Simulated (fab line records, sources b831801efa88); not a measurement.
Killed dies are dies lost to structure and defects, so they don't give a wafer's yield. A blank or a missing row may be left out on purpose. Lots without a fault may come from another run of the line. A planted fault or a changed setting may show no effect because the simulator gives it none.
Problem report in the 8D (eight disciplines) form, filled by code | flow sfq_line | the parts of the form that need people (team, actions taken, sign-off) are left out

1. THE PROBLEM
bias_w at SFQ_TRILAYER_I3_VIA_BARC_OPEN_VIA_ETCH_121 reads a mean of 62.62 W on 3 wafers of 2 lots; wafers without a fault read 80.01 W with a standard deviation of 0.24. That is -72 standard deviations from the usual mean.
The step: etches BARC in O2, target depth 125 nm, time 41.7 s.
First seen on wafer L283.2, day 48 10:57, on rie_diel-04. The record holds 42 wafers of 14 lots with a number at this step. Rule for "out", or "out of limits": more than 4 standard deviations from the usual mean. The other wafers with a number count as sound.

2. WHAT IT IS AND WHAT IT IS NOT
question                    | is                     | is not
which readings at this step | bias_w                 | drypump_motor_current_A, oes_product_au
which lots                  | L283, L285             | L269, L271, L272, L273, L275, L277, L279, L280, L281, L282, L287, L288
which wafers of those lots  | L283.2, L283.6, L285.1 | L283.3, L285.3, L285.4
read on which tools         | rie_diel-04            | rie_diel-01, rie_diel-02
when                        | from day 48 10:57      | up to then (31 sound wafers); but 8 sound wafers of L285, L287, L288 came after

3. SUSPECTS, AND WHAT RULES EACH OUT
Counting: a tool at a process step up to the reading stays a suspect if it ran every lot that is out. Sound lots after the first of them don't rule it out here, since some wafers of a struck lot are sound.
- rie_diel-04 at SFQ_TRILAYER_I3_VIA_BARC_OPEN_VIA_ETCH_121 (etches BARC in O2, target depth 125 nm, time 41.7 s): kept. It ran every lot that is out, first L283 (day 48 10:57); its last sound lot up to then is L281 (day 48 04:57). Its own readings are out on those wafers: bias_w.
- Within rie_diel-04 at SFQ_TRILAYER_I3_VIA_BARC_OPEN_VIA_ETCH_121: the wafers that are out ran in chamber 1; their sound lot-mates ran in chambers 2, 3.
Left after counting: rie_diel-04 at SFQ_TRILAYER_I3_VIA_BARC_OPEN_VIA_ETCH_121.

4. THE CAUSE (what the simulator had put in)
Process parameter drift: rie_diel-04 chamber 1, from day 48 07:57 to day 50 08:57, at SFQ_TRILAYER_I3_VIA_BARC_OPEN_VIA_ETCH_121. Setting bias_w, moved by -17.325, from 80. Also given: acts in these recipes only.
Counting left only this tool.

5. THE CHAIN OF EFFECTS, in route order
Each row: a reading whose mean over the struck wafers that have a number lies more than 3 standard deviations from the usual. Only readings for which the record gives a usual standard deviation are gone through. hours: the time from each lot's start at the first step in this table that gives one to its start at this step, as a median over the lots. sigmas: the change in usual standard deviations.
hours | step                                       | reading | usual   | on struck wafers | change | sigmas
0     | SFQ_TRILAYER_I3_VIA_BARC_OPEN_VIA_ETCH_121 | bias_w  | 80.01 W | 62.62            | -17.39 | -72
The process steps in it:
- SFQ_TRILAYER_I3_VIA_BARC_OPEN_VIA_ETCH_121: etches BARC in O2, target depth 125 nm, time 41.7 s.

6. WHAT WOULD HAVE CAUGHT IT SOONER
In this record the first reading out of limits was taken at day 48 10:57, 3 hours after the fault began at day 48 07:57.
